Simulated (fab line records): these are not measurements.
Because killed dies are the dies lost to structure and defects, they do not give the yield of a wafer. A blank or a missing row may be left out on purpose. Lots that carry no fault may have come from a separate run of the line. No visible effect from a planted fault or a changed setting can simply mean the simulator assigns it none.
A struck lot beside a sound one / flow sky130 / 36 steps out of a route of 708
Sound: wafers L154.1, L154.2, L154.6. Wafers L164.3, L164.4, L164.5 were the ones struck. The cause is given at the end.
Each step with rows lists, per side, the tool, then ch with its chambers, then its first start. Under that, the readings that differ: sound wafers / struck wafers / difference of the means / sigmas: that difference in standard deviations of wafers without a fault.
alike: a reading whose means differ by less than 2 such deviations, as well as words and numbers matching on both sides. not compared: withheld readings; readings where some wafer has no value; bounds like >300 that might hide an equal value; numbers whose values overlap and for which the record gives no deviation.
Wherever a step has rows on one side only, a row that says differs or no value, or a row with sigmas, the two part there. Non-overlapping numbers with no deviation appear without sigmas and do not part them. A reading that every wafer of one side lacks parts them only if that side has two wafers or more.

first, 9 steps without rows for these wafers: SKY_VIA2_SPUTTER_20 (material TiN, target thk 20 nm, time 80 s); SKY_VIA2_CVD_21 (deposits W, target thk 420 nm, time 126.4 s); SKY_VIA2_CMP_24 (polishes, stops on SiO2, t overpolish 20 s, target thk 0 nm); SKY_METAL3_SPUTTER_00 (material Ti, target thk 15 nm, time 10 s); SKY_METAL3_SPUTTER_01 (material TiN, target thk 20 nm, time 16.7 s); SKY_METAL3_SPUTTER_02 (material AlCu, target thk 735 nm, time 39.1 s); SKY_METAL3_SPUTTER_03 (material Ti, target thk 5 nm, time 3.3 s); SKY_METAL3_SPUTTER_04 (material TiN, target thk 70 nm, time 58.3 s); SKY_CAPM_CVD_00 (deposits SiO2, target thk 15.5 nm).
SKY_CAPM_SPUTTER_02: material TiN, target thk 200 nm, time 166.7 s.
  sound on pvd sputter-04 at day 36 19:43; struck on pvd sputter-04 at day 39 22:22
  alike: throttle valve pct
  not compared: model.TiN_of_CAPM_SPUTTER_02.thk nm
then, 7 steps without rows for these wafers: SKY_CAPM_DEHYDRATE_05 (time 60 s); SKY_CAPM_HMDS_06 (prime time 60 s); SKY_CAPM_COAT_07 (resist thk 1140 nm); SKY_CAPM_SOFTBAKE_08 (time 60 s); SKY_CAPM_EXPOSE_09 (exposes mask CAPM, target cd 1000 nm); SKY_CAPM_PEB_10; SKY_CAPM_DEVELOP_11 (develop time 60 s).
SKY_CAPM_METAL_ETCH_13: etches TiN in Cl2/BCl3, stops on SiO2, target depth 220 nm, time 62.9 s.
  sound on rie metal-02 ch 0, day 37 20:54; struck on rie metal-02 ch 0,1, day 40 22:41
  alike: bcl3 flow sccm, drypump motor current A, oes product au, throttle valve pct
  not compared: rf hours counter h, model.etch.depth nm, model.CAPM.feature depth nm
then, 16 steps without rows for these wafers: SKY_CAPM_STRIP_14 (strips in O2/N2); SKY_CAPM_STRIP_15 (strips in post etch residue remover, time 1200 s); SKY_CAPM_CLEAN_16 (cleans in IPA, time 180 s); SKY_CAPM_CLEAN_17 (cleans in O3/DIW); SKY_METAL3_DEHYDRATE_05 (time 60 s); SKY_METAL3_HMDS_06 (prime time 60 s); SKY_METAL3_COAT_07 (resist thk 60 nm); SKY_METAL3_COAT_08 (resist thk 1140 nm); SKY_METAL3_SOFTBAKE_09 (time 90 s); SKY_METAL3_EXPOSE_10 (exposes mask MM3, target cd 300 nm); SKY_METAL3_PEB_11; SKY_METAL3_DEVELOP_12 (develop time 60 s); SKY_METAL3_DESCUM_15 (chemistry O2, time 8 s); SKY_METAL3_ETCH_16 (etches BARC in N2/H2, stops on SiO2, time 88.2 s, target depth 60 nm); SKY_METAL3_ETCH_17 (etches SiO2 in C4F8/O2/Ar, stops on TiN, time 3.9 s, target depth 15 nm); SKY_METAL3_METAL_ETCH_18 (etches the open film in Cl2/BCl3, stops on SiO2, target depth 845 nm, time 183.1 s).
SKY_METAL3_STRIP_20: strips in post etch residue remover, time 1200 s.
  sound on wet bench-04 ch 0, day 38 23:29; struck on wet bench-04 ch 2, day 41 23:41
  not compared: model.TiN_of_CAPM_SPUTTER_02.thk nm
-- the record jumps here: 7 days lie between the struck wafers' starts before and after (it left off in module METAL3 and takes up again in module PAD_OPEN, whose first step shown is number 708 of the route) --
SKY_PAD_OPEN_PROBE_99:
  sound on prober-02 at day 46 02:31; struck on prober-02 at day 48 14:37
reading=model.etest.cap mim.plate ohm sq; sound=5.99 5.976 5.965; struck=5.794 5.856 5.94; difference=-0.114; sigmas=
  alike: defect limited yield, killed_at_M0_to_M3, killed_at_M4_up, killed at contacts, killed at front end, killed at other, killed dies, killed open, killed short, sort_bin_3_pad_short, sort_bin_5_function, sort_bin_6_memory, sort n pass, sort yield pct

== WHERE THEY PART ==
Nowhere in this record.

WHY: what the simulator had put in
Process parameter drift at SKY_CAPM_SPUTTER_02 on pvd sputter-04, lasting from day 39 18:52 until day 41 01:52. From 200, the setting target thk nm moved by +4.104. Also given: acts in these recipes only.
